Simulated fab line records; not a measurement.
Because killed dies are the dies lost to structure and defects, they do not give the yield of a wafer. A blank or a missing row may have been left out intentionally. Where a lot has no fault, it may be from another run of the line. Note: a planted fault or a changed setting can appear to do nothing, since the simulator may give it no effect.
fab line records -- flow gf180mcu
[record] lots = 6, wafers = 18, last-day = 34
route steps=602 shown V5@559 TOP_METAL@567
lots that met no fault: taken from a fault-free run of the same line
start-h: start of the lot's first displayed wafer, in hours after the record's first day -- wait-h: how many hours have passed since the lot's step before this one -- " the same as in the row above -- L1.1+2: one row covering several wafers at once -- - value missing, or start not given -- * or withheld: withheld -- < > ~ a bound
route shown NAME@n: NAME is a module with steps in the file, n the number in the route of the first one -- usual: mean/standard deviation taken from wafers without a fault -- same: alike in all rows -- chamber/n: place in a boat -- sites: each site's reading -- _std_site: standard deviation across them -- _edge_site: the outer-site mean with the inner-site mean subtracted -- radius-mm: for every site, how far away it sits from the centre of the wafer -- mask NAME#n: copy n -- behind: the last tool/chamber to shape the wafer -- hold: why the lot was held/for how many hours/how that ended -- device: the transistor (n, p or np) that didn't switch -- end of line: the tests these same wafers got at the end of their route -- a step with no rows: only its recipe -- killed: the dies lost at the first sort to structure and to defects; this is not the yield of the wafer -- map: dies across one wafer; x = killed, . = not, _ = none there
set.NAME: the setting the step ran with; set.NAME@STEP: the setting that earlier step ran with -- model.NAME: the simulator's own value behind a step, which no gauge read
lots at selected steps of the route; one table per step, one row per wafer
services: the hour from which a tool's chamber was out of use, counted from the record's first day as start-h (under 0 if before that day), plus the number of hours and why
[[steps]]
[step GF_V5_STRIP_19]
[recipe] chemistry = post-etch-residue-remover, time-s = 1200, temp-c = 72.5
[step GF_V5_CLEAN_20]
[recipe] chemistry = DIW, dry = n2-spin
[step GF_V5_SPUTTER_21]
[recipe] material = Ti, target-thk-nm = 15, chamber-pressure-pa = 5, power-w = 2500, substrate-temp-c = 200, time-s = 80.02
[usual] throttle-valve-pct = 30.3/1.3
lot.wafer,tool,chamber,start-h,wait-h,throttle-valve-pct
L261.2,pvd-sputter-04,-,654.19,0.0,32.1
L261.5,pvd-sputter-04,-,654.19,0.0,30.8
L261.6,pvd-sputter-04,-,654.19,0.0,32.2
L264.1,pvd-sputter-03,-,679.22,0.0,29.1
L264.3,pvd-sputter-03,-,679.22,0.0,28.3
L264.4,pvd-sputter-03,-,679.22,0.0,31.7
L265.1,pvd-sputter-03,-,693.00,0.0,30.4
L265.3,pvd-sputter-03,-,693.00,0.0,29.0
L265.4,pvd-sputter-03,-,693.00,0.0,31.6
L266.1,pvd-sputter-03,-,697.52,0.0,28.7
L266.3,pvd-sputter-03,-,697.52,0.0,30.4
L266.4,pvd-sputter-03,-,697.52,0.0,28.1
L275.2,pvd-sputter-03,-,755.95,0.0,28.2
L275.5,pvd-sputter-03,-,755.95,0.0,28.8
L275.6,pvd-sputter-03,-,755.95,0.0,28.3
L279.1,pvd-sputter-02,-,775.21,0.0,31.9
L279.2,pvd-sputter-02,-,775.21,0.0,30.4
L279.4,pvd-sputter-02,-,775.21,0.0,29.9
[step GF_V5_SPUTTER_22]
[recipe] material = TiN, target-thk-nm = 10, chamber-pressure-pa = 5, power-w = 4000, time-s = 40
[step GF_V5_CVD_23]
[recipe] material = W, target-thk-nm = 350, time-s = 104.9, temp-c = 400, pressure-torr = 40
[step GF_V5_RS_MEAS_24]
[recipe] thk-meas-gauge = four-point-probe, reads = W_of_V5_CVD_23+TiN_of_V5_SPUTTER_22+Ti_of_V5_SPUTTER_21
[usual] V5_W_RS = 0.3281/0.0028
lot.wafer,tool,chamber,start-h,wait-h,V5_W_RS[ohm/sq]
L261.2,film-metro-01,-,654.42,0.1,0.3262
L261.5,film-metro-01,-,654.42,0.1,0.3293
L261.6,film-metro-01,-,654.42,0.1,0.3277
L264.1,film-metro-03,-,679.43,0.1,0.3312
L264.3,film-metro-03,-,679.43,0.1,0.3277
L264.4,film-metro-03,-,679.43,0.1,0.3299
L265.1,film-metro-03,-,693.21,0.1,0.3322
L265.3,film-metro-03,-,693.21,0.1,0.3329
L265.4,film-metro-03,-,693.21,0.1,0.3276
L266.1,film-metro-03,-,697.73,0.1,0.3316
L266.3,film-metro-03,-,697.73,0.1,0.3318
L266.4,film-metro-03,-,697.73,0.1,0.3301
L275.2,film-metro-03,-,756.19,0.1,0.3297
L275.5,film-metro-03,-,756.19,0.1,0.3305
L275.6,film-metro-03,-,756.19,0.1,0.3316
L279.1,film-metro-03,-,775.43,0.1,0.3298
L279.2,film-metro-03,-,775.43,0.1,0.3251
L279.4,film-metro-03,-,775.43,0.1,0.3247
[step GF_V5_THK_MEAS_25]
[recipe] thk-meas-gauge = xrf, reads = W_of_V5_CVD_23
[usual] V5_W_THK = 357/4
lot.wafer,tool,chamber,start-h,wait-h,V5_W_THK[nm]
L261.2,film-metro-01,-,654.53,0.1,357
L261.5,film-metro-01,-,654.53,0.1,356
L261.6,film-metro-01,-,654.53,0.1,356
L264.1,film-metro-03,-,679.55,0.1,352
L264.3,film-metro-03,-,679.55,0.1,359
L264.4,film-metro-03,-,679.55,0.1,354
L265.1,film-metro-03,-,693.33,0.1,351
L265.3,film-metro-03,-,693.33,0.1,353
L265.4,film-metro-03,-,693.33,0.1,356
L266.1,film-metro-03,-,697.85,0.1,351
L266.3,film-metro-03,-,697.85,0.1,352
L266.4,film-metro-03,-,697.85,0.1,352
L275.2,film-metro-03,-,756.30,0.1,358
L275.5,film-metro-03,-,756.30,0.1,357
L275.6,film-metro-03,-,756.30,0.1,355
L279.1,film-metro-03,-,775.55,0.1,360
L279.2,film-metro-03,-,775.55,0.1,365
L279.4,film-metro-03,-,775.55,0.1,366
[step GF_V5_CMP_26]
[recipe] stop-on = SiO2, down-force-psi = 3.5, platen-rpm = 60, t-overpolish-s = 15, target-thk-nm = 0, pad-velocity-m-s = 0.94248
[step GF_TOP_METAL_SPUTTER_00]
[recipe] material = Ti, target-thk-nm = 37.5, arriving-ion-energy-ev = 80, substrate-temp-c = 200, chamber-pressure-pa = 2, power-w = 4000, time-s = 150
[usual] throttle-valve-pct = 29.8/1.1
lot.wafer,tool,chamber,start-h,wait-h,throttle-valve-pct
L261.2,pvd-sputter-01,-,654.88,0.1,29.1
L261.5,pvd-sputter-01,-,654.88,0.1,28.7
L261.6,pvd-sputter-01,-,654.88,0.1,28.9
L264.1,pvd-sputter-01,-,679.91,0.2,29.1
L264.3,pvd-sputter-01,-,679.91,0.2,29.0
L264.4,pvd-sputter-01,-,679.91,0.2,30.3
L265.1,pvd-sputter-01,-,693.69,0.2,28.9
L265.3,pvd-sputter-01,-,693.69,0.2,30.0
L265.4,pvd-sputter-01,-,693.69,0.2,29.0
L266.1,pvd-sputter-03,-,698.21,0.1,29.2
L266.3,pvd-sputter-03,-,698.21,0.1,30.2
L266.4,pvd-sputter-03,-,698.21,0.1,27.9
L275.2,pvd-sputter-03,-,756.65,0.1,28.1
L275.5,pvd-sputter-03,-,756.65,0.1,29.0
L275.6,pvd-sputter-03,-,756.65,0.1,30.6
L279.1,pvd-sputter-01,-,775.91,0.2,28.9
L279.2,pvd-sputter-01,-,775.91,0.2,30.3
L279.4,pvd-sputter-01,-,775.91,0.2,28.9
[step GF_TOP_METAL_SPUTTER_01]
[recipe] material = TiN, target-thk-nm = 30, power-w = 6500, time-s = 25, chamber-pressure-pa = 0.4
[usual] throttle-valve-pct = 29.8/1.1
lot.wafer,tool,chamber,start-h,wait-h,throttle-valve-pct
L261.2,pvd-sputter-01,-,654.98,0.1,29.1
L261.5,pvd-sputter-01,-,654.98,0.1,29.2
L261.6,pvd-sputter-01,-,654.98,0.1,28.8
L264.1,pvd-sputter-01,-,680.01,0.1,29.1
L264.3,pvd-sputter-01,-,680.01,0.1,28.9
L264.4,pvd-sputter-01,-,680.01,0.1,30.2
L265.1,pvd-sputter-01,-,693.79,0.1,28.6
L265.3,pvd-sputter-01,-,693.79,0.1,29.9
L265.4,pvd-sputter-01,-,693.79,0.1,28.9
L266.1,pvd-sputter-03,-,698.31,0.1,29.0
L266.3,pvd-sputter-03,-,698.31,0.1,30.4
L266.4,pvd-sputter-03,-,698.31,0.1,28.0
L275.2,pvd-sputter-03,-,756.75,0.1,28.0
L275.5,pvd-sputter-03,-,756.75,0.1,28.8
L275.6,pvd-sputter-03,-,756.75,0.1,30.2
L279.1,pvd-sputter-01,-,776.01,0.1,28.6
L279.2,pvd-sputter-01,-,776.01,0.1,30.1
L279.4,pvd-sputter-01,-,776.01,0.1,28.7
[step GF_TOP_METAL_SPUTTER_02]
[recipe] material = AlCu, target-thk-nm = 900, power-w = 10600, chamber-pressure-pa = 0.3, substrate-temp-c = 250, gas = Ar, time-s = 47.82
[usual] throttle-valve-pct = 29.8/1.1
lot.wafer,tool,chamber,start-h,wait-h,throttle-valve-pct
L261.2,pvd-sputter-01,-,655.01,0.0,29.0
L261.5,pvd-sputter-01,-,655.01,0.0,29.0
L261.6,pvd-sputter-01,-,655.01,0.0,28.8
L264.1,pvd-sputter-01,-,680.04,0.0,29.0
L264.3,pvd-sputter-01,-,680.04,0.0,28.8
L264.4,pvd-sputter-01,-,680.04,0.0,30.5
L265.1,pvd-sputter-01,-,693.82,0.0,29.1
L265.3,pvd-sputter-01,-,693.82,0.0,30.2
L265.4,pvd-sputter-01,-,693.82,0.0,28.9
L266.1,pvd-sputter-03,-,698.34,0.0,28.7
L266.3,pvd-sputter-03,-,698.34,0.0,30.6
L266.4,pvd-sputter-03,-,698.34,0.0,28.3
L275.2,pvd-sputter-03,-,756.78,0.0,28.2
L275.5,pvd-sputter-03,-,756.78,0.0,29.0
L275.6,pvd-sputter-03,-,756.78,0.0,30.3
L279.1,pvd-sputter-01,-,776.04,0.0,28.6
L279.2,pvd-sputter-01,-,776.04,0.0,30.0
L279.4,pvd-sputter-01,-,776.04,0.0,29.0
[step GF_TOP_METAL_SPUTTER_03]
[recipe] material = Ti, target-thk-nm = 5, substrate-temp-c = 300, chamber-pressure-pa = 0.3, power-w = 3000, time-s = 3.3
[usual] throttle-valve-pct = 29.8/1.1
lot.wafer,tool,chamber,start-h,wait-h,throttle-valve-pct
L261.2,pvd-sputter-01,-,655.06,0.0,29.2
L261.5,pvd-sputter-01,-,655.06,0.0,29.0
L261.6,pvd-sputter-01,-,655.06,0.0,28.7
L264.1,pvd-sputter-01,-,680.09,0.0,29.1
L264.3,pvd-sputter-01,-,680.09,0.0,28.7
L264.4,pvd-sputter-01,-,680.09,0.0,30.4
L265.1,pvd-sputter-01,-,693.86,0.0,28.9
L265.3,pvd-sputter-01,-,693.86,0.0,30.5
L265.4,pvd-sputter-01,-,693.86,0.0,29.0
L266.1,pvd-sputter-03,-,698.39,0.0,28.9
L266.3,pvd-sputter-03,-,698.39,0.0,30.4
L266.4,pvd-sputter-03,-,698.39,0.0,28.0
L275.2,pvd-sputter-03,-,756.82,0.0,28.1
L275.5,pvd-sputter-03,-,756.82,0.0,28.6
L275.6,pvd-sputter-03,-,756.82,0.0,30.6
L279.1,pvd-sputter-01,-,776.08,0.0,28.8
L279.2,pvd-sputter-01,-,776.08,0.0,30.2
L279.4,pvd-sputter-01,-,776.08,0.0,29.1
[step GF_TOP_METAL_SPUTTER_04]
[recipe] material = TiN, target-thk-nm = 25, power-w = 6500, time-s = 20.8, chamber-pressure-pa = 0.4
[usual] throttle-valve-pct = 29.8/1.1
lot.wafer,tool,chamber,start-h,wait-h,throttle-valve-pct,model.TiN_of_TOP_METAL_SPUTTER_04.thk-nm
L261.2,pvd-sputter-01,-,655.07,0.0,29.1,25.01
L261.5,pvd-sputter-01,-,655.07,0.0,28.7,25.05
L261.6,pvd-sputter-01,-,655.07,0.0,28.8,25.24
L264.1,pvd-sputter-01,-,680.10,0.0,28.9,25.07
L264.3,pvd-sputter-01,-,680.10,0.0,29.0,29.25
L264.4,pvd-sputter-01,-,680.10,0.0,30.5,25.2
L265.1,pvd-sputter-01,-,693.88,0.0,28.8,24.75
L265.3,pvd-sputter-01,-,693.88,0.0,30.4,29.46
L265.4,pvd-sputter-01,-,693.88,0.0,29.3,25.06
L266.1,pvd-sputter-03,-,698.40,0.0,28.8,25.04
L266.3,pvd-sputter-03,-,698.40,0.0,30.5,24.95
L266.4,pvd-sputter-03,-,698.40,0.0,28.1,25.16
L275.2,pvd-sputter-03,-,756.84,0.0,28.0,24.71
L275.5,pvd-sputter-03,-,756.84,0.0,28.7,24.65
L275.6,pvd-sputter-03,-,756.84,0.0,30.3,24.68
L279.1,pvd-sputter-01,-,776.10,0.0,28.8,24.71
L279.2,pvd-sputter-01,-,776.10,0.0,30.3,24.93
L279.4,pvd-sputter-01,-,776.10,0.0,28.8,24.83
[step GF_TOP_METAL_RS_MEAS_05]
[recipe] thk-meas-gauge = four-point-probe, reads = TiN_of_TOP_METAL_SPUTTER_04+Ti_of_TOP_METAL_SPUTTER_03+AlCu_of_TOP_METAL_SPUTTER_02+TiN_of_TOP_METAL_SPUTTER_01+Ti_of_TOP_METAL_SPUTTER_00
[usual] TOP_METAL_ALCU_RS = 0.0329/0.00033
lot.wafer,tool,chamber,start-h,wait-h,TOP_METAL_ALCU_RS[ohm/sq]
L261.2,film-metro-03,-,655.12,0.0,0.0324
L261.5,film-metro-03,-,655.12,0.0,0.0327
L261.6,film-metro-03,-,655.12,0.0,0.0328
L264.1,film-metro-04,-,680.13,0.0,0.0325
L264.3,film-metro-04,-,680.13,0.0,0.0329
L264.4,film-metro-04,-,680.13,0.0,0.0328
L265.1,film-metro-04,-,693.91,0.0,0.0332
L265.3,film-metro-04,-,693.91,0.0,0.0331
L265.4,film-metro-04,-,693.91,0.0,0.0327
L266.1,film-metro-02,-,698.45,0.0,0.0328
L266.3,film-metro-02,-,698.45,0.0,0.0329
L266.4,film-metro-02,-,698.45,0.0,0.0330
L275.2,film-metro-03,-,756.89,0.0,0.0323
L275.5,film-metro-03,-,756.89,0.0,0.0327
L275.6,film-metro-03,-,756.89,0.0,0.0320
L279.1,film-metro-02,-,776.13,0.0,0.0333
L279.2,film-metro-02,-,776.13,0.0,0.0330
L279.4,film-metro-02,-,776.13,0.0,0.0330
[step GF_TOP_METAL_THK_MEAS_06]
[recipe] thk-meas-gauge = xrf, reads = AlCu_of_TOP_METAL_SPUTTER_02
[usual] TOP_METAL_ALCU_THK = 911/11
lot.wafer,tool,chamber,start-h,wait-h,TOP_METAL_ALCU_THK[nm]
L261.2,film-metro-03,-,655.23,0.1,924
L261.5,film-metro-03,-,655.23,0.1,919
L261.6,film-metro-03,-,655.23,0.1,916
L264.1,film-metro-04,-,680.25,0.1,912
L264.3,film-metro-04,-,680.25,0.1,896
L264.4,film-metro-04,-,680.25,0.1,900
L265.1,film-metro-04,-,694.03,0.1,896
L265.3,film-metro-04,-,694.03,0.1,886
L265.4,film-metro-04,-,694.03,0.1,909
L266.1,film-metro-02,-,698.57,0.1,915
L266.3,film-metro-02,-,698.57,0.1,923
L266.4,film-metro-02,-,698.57,0.1,914
L275.2,film-metro-03,-,757.00,0.1,919
L275.5,film-metro-03,-,757.00,0.1,913
L275.6,film-metro-03,-,757.00,0.1,929
L279.1,film-metro-02,-,776.25,0.1,910
L279.2,film-metro-02,-,776.25,0.1,912
L279.4,film-metro-02,-,776.25,0.1,915
[step GF_TOP_METAL_DEHYDRATE_07]
[recipe] temp-c = 200, time-s = 60
[step GF_TOP_METAL_HMDS_08]
[recipe] prime-time-s = 60, prime-temp-c = 120
[step GF_TOP_METAL_COAT_09]
[recipe] resist = NOVOLAK, spin-rpm = 3000, resist-thk-nm = 1500
[step GF_TOP_METAL_SOFTBAKE_10]
[recipe] temp-c = 90, time-s = 60, resist = NOVOLAK
[step GF_TOP_METAL_EXPOSE_11]
[recipe] mask-id = MetalTop, target-cd-nm = 440, na = 0.6, source-shape = conventional, sigma-outer = 0.6, dose-mj = 170
[step GF_TOP_METAL_PEB_12]
[recipe] temp-c = withheld, time-s = *, resist = NOVOLAK
[step GF_TOP_METAL_DEVELOP_13]
[recipe] develop-time-s = 60, dev-temp-c = 23
[step GF_TOP_METAL_CD_MEAS_14]
[recipe] target-cd-nm = 440
[usual] cd-nm = 439.3/2.2
lot.wafer,tool,chamber,start-h,wait-h,cd-nm
L261.2,cd-sem-02,-,674.53,0.1,440.6
L261.5,cd-sem-02,-,674.53,0.1,440.4
L261.6,cd-sem-02,-,674.53,0.1,441.7
L264.1,cd-sem-01,-,698.61,0.1,436.1
L264.3,cd-sem-01,-,698.61,0.1,438.6
L264.4,cd-sem-01,-,698.61,0.1,437.7
L265.1,cd-sem-02,-,711.84,0.1,439.5
L265.3,cd-sem-02,-,711.84,0.1,440.9
L265.4,cd-sem-02,-,711.84,0.1,440.3
L266.1,cd-sem-02,-,716.40,0.1,437.2
L266.3,cd-sem-02,-,716.40,0.1,438.2
L266.4,cd-sem-02,-,716.40,0.1,440.2
L275.2,cd-sem-01,-,772.91,0.1,439.2
L275.5,cd-sem-01,-,772.91,0.1,440.1
L275.6,cd-sem-01,-,772.91,0.1,441.2
L279.1,cd-sem-01,-,791.59,0.1,439.9
L279.2,cd-sem-01,-,791.59,0.1,442.3
L279.4,cd-sem-01,-,791.59,0.1,439.0
[step GF_TOP_METAL_OVL_MEAS_15]
[usual] TOP_METAL_OVL = 0.4/1.3
lot.wafer,tool,chamber,start-h,wait-h,TOP_METAL_OVL[nm]
L261.2,overlay-01,-,674.64,0.1,-0.5
L261.5,overlay-01,-,674.64,0.1,0.8
L261.6,overlay-01,-,674.64,0.1,2.1
L264.1,overlay-01,-,698.73,0.1,0.8
L264.3,overlay-01,-,698.73,0.1,1.0
L264.4,overlay-01,-,698.73,0.1,2.5
L265.1,overlay-01,-,711.96,0.1,-2.1
L265.3,overlay-01,-,711.96,0.1,-1.9
L265.4,overlay-01,-,711.96,0.1,-0.6
L266.1,overlay-01,-,716.52,0.1,-0.8
L266.3,overlay-01,-,716.52,0.1,0.4
L266.4,overlay-01,-,716.52,0.1,-0.2
L275.2,overlay-02,-,773.01,0.1,0.7
L275.5,overlay-02,-,773.01,0.1,0.6
L275.6,overlay-02,-,773.01,0.1,-0.8
L279.1,overlay-02,-,791.71,0.1,-1.5
L279.2,overlay-02,-,791.71,0.1,-1.9
L279.4,overlay-02,-,791.71,0.1,0.7
[step GF_TOP_METAL_METAL_ETCH_16]
[recipe] chemistry = Cl2/BCl3, mask-material = NOVOLAK, target-depth-nm = 1197, stop-on = SiO2, pressure-mtorr = 8, icp-w = 800, bias-w = 140, Cl2_flow_sccm = 80, bcl3-flow-sccm = 40, time-s = 199.5
[step GF_TOP_METAL_STRIP_17]
[recipe] chemistry = O2/N2, power-w = 1400, pressure-mtorr = 1500, platen-temp-c = 250, o2-flow-sccm = 3000, n2-flow-sccm = 300, overash-fraction = 0.5
[step GF_TOP_METAL_STRIP_18]
[recipe] chemistry = post-etch-residue-remover, time-s = 1200, temp-c = 72.5
lot.wafer,tool,chamber,start-h,wait-h,model.TiN_of_TOP_METAL_SPUTTER_04.thk-nm
L261.2,wet-bench-04,1,675.15,0.1,24.59
L261.5,wet-bench-04,1,675.15,0.1,24.63
L261.6,wet-bench-04,1,675.15,0.1,24.82
L264.1,wet-bench-02,3,699.06,0.1,24.65
L264.3,wet-bench-02,3,699.06,0.1,28.83
L264.4,wet-bench-02,3,699.06,0.1,24.78
L265.1,wet-bench-04,1,712.29,0.1,24.33
L265.3,wet-bench-04,1,712.29,0.1,29.04
L265.4,wet-bench-04,1,712.29,0.1,24.64
L266.1,wet-bench-04,0,716.84,0.1,24.62
L266.3,wet-bench-04,0,716.84,0.1,24.53
L266.4,wet-bench-04,0,716.84,0.1,24.74
L275.2,wet-bench-02,3,773.33,0.1,24.29
L275.5,wet-bench-02,3,773.33,0.1,24.23
L275.6,wet-bench-02,3,773.33,0.1,24.27
L279.1,wet-bench-03,0,792.04,0.1,24.29
L279.2,wet-bench-03,0,792.04,0.1,24.51
L279.4,wet-bench-03,0,792.04,0.1,24.41
[step GF_TOP_METAL_CLEAN_19]
[recipe] chemistry = DIW, dry = n2-spin
[[services]]
tool,chamber,start-h,hours,kind
pvd-sputter-04,-,646.82,2.0,repair
wet-bench-02,-,676.89,2.4,repair
wet-bench-02,-,694.54,1.7,repair
pvd-sputter-04,-,695.41,4.7,repair
pvd-sputter-02,2,734.76,-,consumable-replace:kit
pvd-sputter-02,2,734.76,18.0,scheduled-down
pvd-sputter-02,2,734.76,18.0,vent-cycle
pvd-sputter-03,-,734.99,10.5,repair
wet-bench-02,-,737.44,0.7,repair
pvd-sputter-02,-,755.46,3.7,repair
pvd-sputter-03,-,757.80,8.3,repair
pvd-sputter-04,1,764.75,-,consumable-replace:kit
pvd-sputter-04,1,764.75,18.0,scheduled-down
pvd-sputter-04,1,764.75,18.0,vent-cycle
pvd-sputter-04,-,765.62,6.9,repair
pvd-sputter-01,-,766.90,8.0,repair
pvd-sputter-01,1,776.13,-,consumable-replace:kit
pvd-sputter-01,1,776.13,18.0,scheduled-down
pvd-sputter-01,1,776.13,18.0,vent-cycle
pvd-sputter-02,1,784.23,-,consumable-replace:kit
pvd-sputter-02,1,784.23,18.0,scheduled-down
pvd-sputter-02,1,784.23,18.0,vent-cycle
pvd-sputter-01,-,788.37,1.6,repair
[[key]]
first-sign none at tools or gauges
[model-effect] step = GF_TOP_METAL_SPUTTER_04, value = TiN_of_TOP_METAL_SPUTTER_04.thk-nm, without = 25.01, struck = 29.36
[model-effect] step = GF_TOP_METAL_STRIP_18, value = TiN_of_TOP_METAL_SPUTTER_04.thk-nm, without = 24.59, struck = 28.93
met-at GF_TOP_METAL_SPUTTER_04
struck-wafers L264.3,L265.3
onset-between 655.07 680.10
[fault] kind = process-parameter-drift, tool = pvd-sputter-01, chamber = -, onset-h = 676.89, steps = GF_TOP_METAL_SPUTTER_04, channel = time-s, offset = *, shape = step, end-h = 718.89, scope = struck-wafers-only, acts-in = *, stated = *
